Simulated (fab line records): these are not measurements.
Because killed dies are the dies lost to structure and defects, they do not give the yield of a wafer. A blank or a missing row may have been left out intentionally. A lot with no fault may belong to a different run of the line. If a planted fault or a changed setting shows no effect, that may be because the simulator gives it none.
A lot that was struck, set against a sound lot + flow sky130 + 18 out of 708 route steps
Sound: the wafers L765.1, L765.5, L765.6. The struck wafers were L777.1, L777.4, L777.5. At the end, the cause is stated.
Per side, at each step with rows, come the tool, then ch with its chambers, and then its first start. Under that, the readings that differ: sound wafers + struck wafers + difference of the means + sigmas: that difference in standard deviations of wafers without a fault.
alike: readings with means less than 2 such deviations apart, plus words and numbers identical on both sides. not compared: withheld readings, readings lacking a value on some wafer, bounds such as >300 that could conceal the same value, and numbers that have no deviation in the record and whose values overlap.
A row with sigmas, a row that says differs or no value, or rows on one side alone: a step with any of these is where the two part. Numbers that don't overlap but have no deviation are shown without sigmas and don't part them. Lack of a reading on every wafer of one side parts them only where that side has two or more wafers.

SKY_POLY_GATE_ETCH_15: etches BARC in N2/H2, stops on SiO2, time 118.5 s, target depth 110 nm.
  sound on rieDiel-04 ch 0,1,3, day 16 11:08; struck on rieDiel-01 ch 2,3, day 21 23:38
| reading             | sound             | struck            | difference | sigmas |
|---------------------|-------------------|-------------------|------------|--------|
| oesProductAu (a.u.) | 0.707 0.713 0.709 | 0.720 0.721 0.713 | +0.008     | +2     |
  alike: drypumpMotorCurrentA, h2FlowSccm, throttleValvePct
  not compared: rfHoursCounterH
SKY_POLY_GATE_ETCH_16: etches Si3N4 in CH3F/O2, stops on poly-Si, time 147.5 s, target depth 75 nm.
  sound on rieDiel-04 ch 0,1,3, day 16 11:14; struck on rieDiel-01 ch 2,3, day 21 23:44
  alike: drypumpMotorCurrentA, oesProductAu, throttleValvePct
  not compared: rfHoursCounterH
SKY_POLY_GATE_ETCH_17: etches poly-Si in HBr/Cl2, stops on SiO2, target depth 180 nm, time 70.5 s.
  sound on rieSi-02 ch 0,3, day 16 11:19; struck on rieSi-02 ch 2,3, day 21 23:49
  alike: drypumpMotorCurrentA, oesProductAu, throttleValvePct
  not compared: rfHoursCounterH
SKY_POLY_GATE_STRIP_18: strips in O2/N2.
  sound on plasmaAsher-03 ch 0,1, day 16 11:23; struck on plasmaAsher-03 ch 0,1, day 21 23:53
| reading                  | sound             | struck            | difference | sigmas |
|--------------------------|-------------------|-------------------|------------|--------|
| stripTimeToEndpointS (s) | 3.133 3.183 3.192 | 3.257 3.232 3.223 | +0.068     | +2     |
  alike: drypumpMotorCurrentA, oesProductAu
  not compared: rfHoursCounterH
then, 2 steps without rows for these wafers: SKY_POLY_GATE_CLEAN_19 (cleans in SC1/SC2, time 150 s); SKY_POLY_GATE_OXIDATION_20 (stabilise 600 s, purge 300 s, target thk 4 nm).
SKY_POLY_GATE_THK_MEAS_21:
  sound: filmMetro-03 at day 16 14:40; struck: filmMetro-04 at day 22 01:17
  alike: POLY_GATE_OXIDATION_THK
SKY_POLY_GATE_CD_MEAS_22:
  sound: cdSem-02 at day 16 14:43; struck: cdSem-01 at day 22 01:20
  alike: cdNm
then, 4 steps without rows for these wafers: SKY_LDD_N_DEHYDRATE_00 (time 60 s); SKY_LDD_N_HMDS_01 (prime time 60 s); SKY_LDD_N_COAT_02 (resist thk 300 nm); SKY_LDD_N_SOFTBAKE_03 (time 60 s).
SKY_LDD_N_EXPOSE_04: exposes mask NTM, target cd 840 nm.
  sound on ilineStepper-01 ch 0, day 17 04:35; struck on ilineStepper-01 ch 0, day 22 16:59
| reading                     | sound                | struck            | difference | sigmas |
|-----------------------------|----------------------|-------------------|------------|--------|
| model.LDD_N.overlayXNm (nm) | -0.406 -0.406 -0.406 | 54.52 54.52 54.52 | +54.93     |        |
  alike: mask
then, 2 steps without rows for these wafers: SKY_LDD_N_PEB_05; SKY_LDD_N_DEVELOP_06 (develop time 60 s).
SKY_LDD_N_OVL_MEAS_07:
  sound: overlay-01 at day 17 18:58; struck: overlay-02 at day 23 07:35
| reading        | sound          | struck         | difference | sigmas |
|----------------|----------------|----------------|------------|--------|
| LDD_N_OVL (nm) | -1.8 -0.9 -1.1 | 55.1 54.0 55.0 | +56.0      | +43    |
then, 2 steps without rows for these wafers: SKY_LDD_N_IMPLANT_08; SKY_PAD_OPEN_PROBE_99.

== WHERE THEY PART ==
Earliest at SKY_POLY_GATE_ETCH_15; latest, in this record, at SKY_LDD_N_OVL_MEAS_07.

WHY: the cause the simulator had injected
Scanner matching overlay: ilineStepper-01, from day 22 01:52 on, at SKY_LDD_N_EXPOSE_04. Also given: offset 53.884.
